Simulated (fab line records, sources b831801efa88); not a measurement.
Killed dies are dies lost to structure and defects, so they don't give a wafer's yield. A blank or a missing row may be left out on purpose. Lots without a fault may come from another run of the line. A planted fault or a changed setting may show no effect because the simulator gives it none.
Tool commonality check | flow sky130 | 13 lots, 38 wafers sampled

WHY IT WAS OPENED
At SKY_SD_N_RS_MEAS_16 the reading SD_N_RS is flagged on 2 of 13 lots. Wafers without a fault read 68.52 ohm/sq, standard deviation 0.13.
Rule: a lot is flagged when every wafer of it that has a number lies more than 4 standard deviations from that mean, or none has a number. The other lots count as sound.

lot  | measured     | on            | SD_N_RS (ohm/sq), wafer by wafer | flag
L620 | day 28 19:01 | film_metro-02 | 68.51 68.49 68.40                |
L621 | day 29 11:34 | film_metro-03 | 68.75 68.72 68.66                |
L624 | day 30 16:32 | film_metro-03 | 66.76 66.72 66.66                | FLAGGED
L626 | day 30 18:17 | film_metro-03 | 66.69 66.71 66.62                | FLAGGED
L631 | day 32 01:50 | film_metro-03 | 68.32 68.30 68.30                |
L633 | day 32 20:58 | film_metro-03 | 68.33 68.61 68.46                |
L634 | day 32 23:08 | film_metro-02 | 68.41 68.43 68.55                |
L635 | day 33 03:47 | film_metro-02 | 68.57 68.58 68.70                |
L636 | day 33 13:59 | film_metro-01 | 68.56 68.59                      |
L637 | day 34 11:58 | film_metro-03 | 68.41 68.48 68.33                |
L639 | day 35 02:13 | film_metro-03 | 68.43 68.51 68.59                |
L641 | day 35 03:26 | film_metro-02 | 68.54 68.67 68.84                |
L642 | day 35 18:04 | film_metro-01 | 68.50 68.52 68.51                |
The numbers of the flagged lots are 66.69 ohm/sq on average: -1.83 ohm/sq against the usual, or -14 standard deviations.

WHICH TOOL RAN EACH LOT
The record holds 2 process steps before the reading, out of a route of 708 steps. In each cell: the tool, then ch and the chambers that the sampled wafers went through, then the start.
lot  | flag    | SKY_SD_N_IMPLANT_10             | SKY_SD_N_RTA_14
L620 |         | implanter-04 ch 0, day 28 18:30 | rtp_anneal-01 ch 0, day 28 18:49
L621 |         | implanter-04 ch 0, day 29 11:02 | rtp_anneal-02 ch 0, day 29 11:22
L624 | FLAGGED | implanter-04 ch 0, day 30 16:00 | rtp_anneal-01 ch 0, day 30 16:22
L626 | FLAGGED | implanter-04 ch 0, day 30 17:45 | rtp_anneal-02 ch 0, day 30 18:07
L631 |         | implanter-01 ch 0, day 32 01:19 | rtp_anneal-02 ch 0, day 32 01:39
L633 |         | implanter-03 ch 0, day 32 20:25 | rtp_anneal-02 ch 0, day 32 20:46
L634 |         | implanter-01 ch 0, day 32 22:36 | rtp_anneal-01 ch 0, day 32 22:58
L635 |         | implanter-04 ch 0, day 33 03:16 | rtp_anneal-02 ch 0, day 33 03:34
L636 |         | implanter-04 ch 0, day 33 13:28 | rtp_anneal-01 ch 0, day 33 13:47
L637 |         | implanter-03 ch 0, day 34 11:26 | rtp_anneal-02 ch 0, day 34 11:46
L639 |         | implanter-04 ch 0, day 35 01:32 | rtp_anneal-01 ch 0, day 35 02:02
L641 |         | implanter-04 ch 0, day 35 02:48 | rtp_anneal-02 ch 0, day 35 03:14
L642 |         | implanter-03 ch 0, day 35 17:32 | rtp_anneal-01 ch 0, day 35 17:52
What these steps do:
- SKY_SD_N_IMPLANT_10
- SKY_SD_N_RTA_14: time 2 s.
- SKY_SD_N_RS_MEAS_16: measures by four-point-probe.

FLAGGED OVER TOTAL, TOOL BY TOOL (the gauges that took the reading come last)
step                | tool          | lots run | flagged | share of the flagged lots | sound lots run after its first flagged lot
SKY_SD_N_IMPLANT_10 | implanter-01  | 2        | 0       | none                      | -
SKY_SD_N_IMPLANT_10 | implanter-03  | 3        | 0       | none                      | -
SKY_SD_N_IMPLANT_10 | implanter-04  | 8        | 2       | all                       | 4 (L635,L636,L639,L641)
SKY_SD_N_RTA_14     | rtp_anneal-01 | 6        | 1       | some                      | 4 (L634,L636,L639,L642)
SKY_SD_N_RTA_14     | rtp_anneal-02 | 7        | 1       | some                      | 5 (L631,L633,L635,L637,L641)
SKY_SD_N_RS_MEAS_16 | film_metro-01 | 2        | 0       | none                      | -
SKY_SD_N_RS_MEAS_16 | film_metro-02 | 4        | 0       | none                      | -
SKY_SD_N_RS_MEAS_16 | film_metro-03 | 7        | 2       | all                       | 4 (L631,L633,L637,L639)

WHAT THE TABLE ALLOWS
2 rows of the table ran every flagged lot: implanter-04 at SKY_SD_N_IMPLANT_10, film_metro-03 at SKY_SD_N_RS_MEAS_16.
- implanter-04 at SKY_SD_N_IMPLANT_10: 2 of its 8 lots flagged. Sound lots ran on it after the first flagged one (L635, L636, L639, L641), which a lasting fault on the whole tool wouldn't allow. Its own readings lie more than 4 standard deviations out on every wafer of the flagged lots: beam_on_s, dose_ions_cm2.
- film_metro-03 at SKY_SD_N_RS_MEAS_16: 2 of its 7 lots flagged. Sound lots ran on it after the first flagged one (L631, L633, L637, L639), which a lasting fault on the whole tool wouldn't allow.
No row of the table ran every flagged lot and no sound lot after the first.

WHAT THE SIMULATOR HAD PUT IN
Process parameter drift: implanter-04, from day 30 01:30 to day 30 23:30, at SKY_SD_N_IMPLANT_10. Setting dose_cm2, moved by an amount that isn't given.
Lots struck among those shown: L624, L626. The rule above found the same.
